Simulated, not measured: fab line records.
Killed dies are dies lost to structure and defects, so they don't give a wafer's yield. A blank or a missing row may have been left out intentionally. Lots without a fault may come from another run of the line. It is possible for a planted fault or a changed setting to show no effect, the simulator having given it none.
2 desks, one fault || flow sky130 || each desk has only its own numbers; what lay behind them comes last

== THE TOOL OWNER'S DESK: implanter-02 ==
For each lot that ran on this tool, the mean over its sampled wafers that have a number, from the tool's own readings at SKY_LDD_N_IMPLANT_09. A lot is out of limits, marked OUT, if its mean lies more than 4 standard deviations from the usual mean; the brackets give that distance.
Columns: A = beam-on-s at SKY_LDD_N_IMPLANT_09, usual 9.98 s; B = dose-ions-cm2 at SKY_LDD_N_IMPLANT_09, usual 7.499e+13; C = faraday-current-uA at SKY_LDD_N_IMPLANT_09, usual 424
{"lot": "L480", "first seen here": "day 17 12:14", "A": 10.13, "B": 7.488e+13, "C": 416}
{"lot": "L484", "first seen here": "day 19 08:02", "A": 10.04, "B": 7.488e+13, "C": 422}
{"lot": "L496", "first seen here": "day 23 15:26", "A": 10.04, "B": "4.445e+13 (-99 or more) OUT", "C": "250 (-21) OUT"}
{"lot": "L497", "first seen here": "day 24 10:11", "A": 9.97, "B": "4.439e+13 (-99 or more) OUT", "C": "252 (-21) OUT"}
This desk finds L496, L497 out of limits, L496 being first, at day 23 15:26 (dose-ions-cm2 at SKY_LDD_N_IMPLANT_09). In limits: L480, L484.

== THE METROLOGY DESK ==
Lot by lot, what the gauges showed, no matter which tool ran the lot: averages of those sampled wafers that carry a number. A lot is out of limits, marked OUT, if its mean lies more than 4 standard deviations from the usual mean; the brackets give that distance.
Columns: A = GATE_OXIDE_TW at SKY_GATE_OXIDE_TW_MEAS_14, usual 226
{"lot": "L480", "first seen here": "day 13 17:46", "A": 230}
{"lot": "L482", "first seen here": "day 14 13:14", "A": 221}
{"lot": "L484", "first seen here": "day 15 05:26", "A": 231}
{"lot": "L485", "first seen here": "day 15 16:31", "A": 222}
{"lot": "L487", "first seen here": "day 16 09:32", "A": 223}
{"lot": "L496", "first seen here": "day 19 10:10", "A": 225}
{"lot": "L497", "first seen here": "day 20 05:59", "A": 226}
{"lot": "L498", "first seen here": "day 20 07:08", "A": 230}
{"lot": "L499", "first seen here": "day 20 14:29", "A": 230}
{"lot": "L502", "first seen here": "day 21 10:38", "A": 223}
{"lot": "L503", "first seen here": "day 21 16:19", "A": 223}
This desk's finding: nothing out of limits on any of the 11 lots.

== BROUGHT TOGETHER ==
At day 23 15:26, on L496, L497, the tool owner's desk was in a position to raise an alarm.
At the metrology desk, nothing out of limits was observed.
The metrology desk has L496, L497 on record, within its limits.
The lots listed all ran SKY_LDD_N_IMPLANT_09 on implanter-02.

== WHAT THE SIMULATOR HAD PUT IN ==
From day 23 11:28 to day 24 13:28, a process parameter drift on implanter-02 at SKY_LDD_N_IMPLANT_09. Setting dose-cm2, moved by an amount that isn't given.
Shown lots that were struck: L496, L497.
Time in hours from fault onset to the first out-of-limits reading at each desk: the tool owner's desk, 4.
